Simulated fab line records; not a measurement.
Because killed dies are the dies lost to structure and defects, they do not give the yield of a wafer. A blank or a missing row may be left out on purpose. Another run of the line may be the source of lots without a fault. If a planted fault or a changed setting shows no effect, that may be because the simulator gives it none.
Which tool did it? -- flow sky130 -- 12 lots, 36 wafers sampled, at 2 steps of a route of 708

## WHAT THE GAUGES READ, wafer by wafer
SKY_CONTACT_THK_MEAS_03. Usual: for CONTACT_HDPCVD_THK the level is 566 nm and the standard deviation is 4.8.
lot,measured,on,CONTACT_HDPCVD_THK (nm),flag
L266,day 30 13:53,filmMetro-01,564 567 569,
L267,day 30 23:38,filmMetro-01,565 564 571,
L268,day 31 05:29,filmMetro-02,564 572 570,
L270,day 31 20:34,filmMetro-02,567 569 568,
L271,day 32 06:01,filmMetro-02,574 573 568,
L272,day 32 23:17,filmMetro-01,566 572 571,
L275,day 33 19:38,filmMetro-01,559 567 576,
L277,day 34 22:58,filmMetro-01,564 573 567,
L276,day 35 01:42,filmMetro-01,574 569 565,
L279,day 35 19:59,filmMetro-03,563 559 571,
L280,day 35 23:19,filmMetro-03,563 565 565,
L287,day 37 12:15,filmMetro-02,564 575 575,

SKY_CONTACT_CD_MEAS_14: the cd target is 170 nm. Usual: 169.8 nm for cdNm, sd 1.4.
lot,measured,on,cdNm (nm),flag
L266,day 31 18:34,cdSem-01,169.8 169.3 169.0,
L267,day 32 03:26,cdSem-01,169.1 168.7 167.6,
L268,day 32 09:50,cdSem-01,170.7 169.3 169.6,
L270,day 33 00:09,cdSem-01,168.5 168.9 167.3,
L271,day 33 08:43,cdSem-02,170.4 170.8 170.2,
L272,day 34 02:37,cdSem-01,169.2 169.3 168.8,
L275,day 34 23:27,cdSem-01,171.4 171.3 171.1,
L277,day 36 02:08,cdSem-01,169.2 169.4 168.9,
L276,day 36 04:33,cdSem-01,169.0 168.9 170.7,
L279,day 36 22:52,cdSem-01,171.6 172.0 171.0,
L280,day 37 01:44,cdSem-01,168.3 168.3 168.1,
L287,day 38 15:11,cdSem-01,169.0 168.7 169.2,

## WHAT TOOL EACH LOT RAN ON (gives the tool, then ch and the chambers of the sampled wafers, and finally the start)
The record holds no process step before these readings.

## WHAT THE TOOLS THEMSELVES READ (means of the sampled wafers that have a number; where no wafer has one, the mark that the record gives instead)
The record holds no such reading with a usual standard deviation.

## THE ANSWER, worked out from the rows above alone
Rule: a lot is off if the mean of its wafers that have a number lies more than 3 standard deviations from the usual mean. A lot without any number at a reading at which 4 lots or more have one is off too. The other lots that the step has rows for count as sound. Order of review: gauges by route order, followed by the tools' own readings, for which a lot's mean as printed above is used. At the first step where some lot is off, the reading lying furthest off is the one used; lots without a number count as furthest.
Across all readings shown, no lot is off: no conclusion can be drawn from this.

## WHAT THE SIMULATOR HAD INSERTED
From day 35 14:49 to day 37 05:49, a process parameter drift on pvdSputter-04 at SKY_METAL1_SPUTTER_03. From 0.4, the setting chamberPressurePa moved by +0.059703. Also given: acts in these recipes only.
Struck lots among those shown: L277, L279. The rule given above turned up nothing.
